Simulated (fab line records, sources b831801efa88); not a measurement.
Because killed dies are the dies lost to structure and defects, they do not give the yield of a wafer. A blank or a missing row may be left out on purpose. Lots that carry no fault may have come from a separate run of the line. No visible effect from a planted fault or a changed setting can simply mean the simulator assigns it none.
8D (eight disciplines) problem report, filled in by code + flow gf180mcu + the parts of the form that need people (team, actions taken, sign-off) are left out

== 1. WHAT IS WRONG ==
developer temp C at GF_POLY_GATE_DEVELOP_09 reads a mean of 20.44 C on 6 wafers of 2 lots; wafers without a fault read 21.03 C with a standard deviation of 0.11. That is -5.3 standard deviations from the usual mean.
The step: develop time 60 s.
First observed at day 12 10:22: wafer L686.2, on litho track-01. Wafers with a number at this step in the record: 42, from 14 lots. By rule, "out" or "out of limits" means more than 4 standard deviations away from the usual mean. All remaining wafers that have a number are taken as sound.

== 2. WHAT IT IS; WHAT IT IS NOT ==
| question                    | is                     | is not                                                                                                   |
|-----------------------------|------------------------|----------------------------------------------------------------------------------------------------------|
| which readings at this step | developer temp C       | -                                                                                                        |
| which lots                  | L686, L687             | L675, L676, L678, L681, L683, L688, L689, L690, L692, L694, L697, L698                                   |
| which wafers of those lots  | all that have a number | -                                                                                                        |
| read on which tools         | litho track-01         | litho track-03, litho track-04                                                                           |
| when                        | from day 12 10:22      | up to then (15 sound wafers); but 21 sound wafers of L688, L689, L690, L692, L694, L697, L698 came after |

== 3. THE SUSPECTS, EACH WITH WHAT RULES IT OUT ==
Counting: a tool stays on the suspect list if, at a process step up to the reading, it processed all lots that are out and no sound lot following the first of them.
- litho track-01 at GF_POLY_GATE_DEVELOP_09 (develop time 60 s): ruled out as a lasting fault. After its first lot that is out, L686 (day 12 10:22), sound lots L698 ran on it.
Left after counting: nothing in the record.

== 4. THE CAUSE (what the simulator had put in) ==
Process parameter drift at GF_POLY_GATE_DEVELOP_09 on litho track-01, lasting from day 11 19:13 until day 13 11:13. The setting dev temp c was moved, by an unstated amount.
Counting ruled it out, wrongly.

== 5. SEQUENCE OF EFFECTS, ordered by route ==
Each row: a reading where the mean over the struck wafers with a number is more than 3 standard deviations away from the usual. Scope: only readings with a usual standard deviation given in the record; hours: median across lots of the time from each lot's start at the first step in this table that gives one to its start at this step; sigmas: change in usual standard deviations.
| hours | step                    | reading          | usual   | on struck wafers | change | sigmas |
|-------|-------------------------|------------------|---------|------------------|--------|--------|
| 0     | GF_POLY_GATE_DEVELOP_09 | developer temp C | 21.03 C | 20.44            | -0.59  | -5.3   |
It contains these process steps:
- GF_POLY_GATE_DEVELOP_09: develop time 60 s.
At these later measuring or inspecting steps, every struck wafer for which the step has a row has a number for every such reading, and none has moved that far: GF_POLY_GATE_CD_MEAS_10, GF_POLY_GATE_CD_MEAS_18.

== 6. HOW IT WOULD HAVE BEEN CAUGHT EARLIER ==
In this record no reading fell out of limits until day 12 10:22, 15 hours after the fault had begun at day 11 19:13.
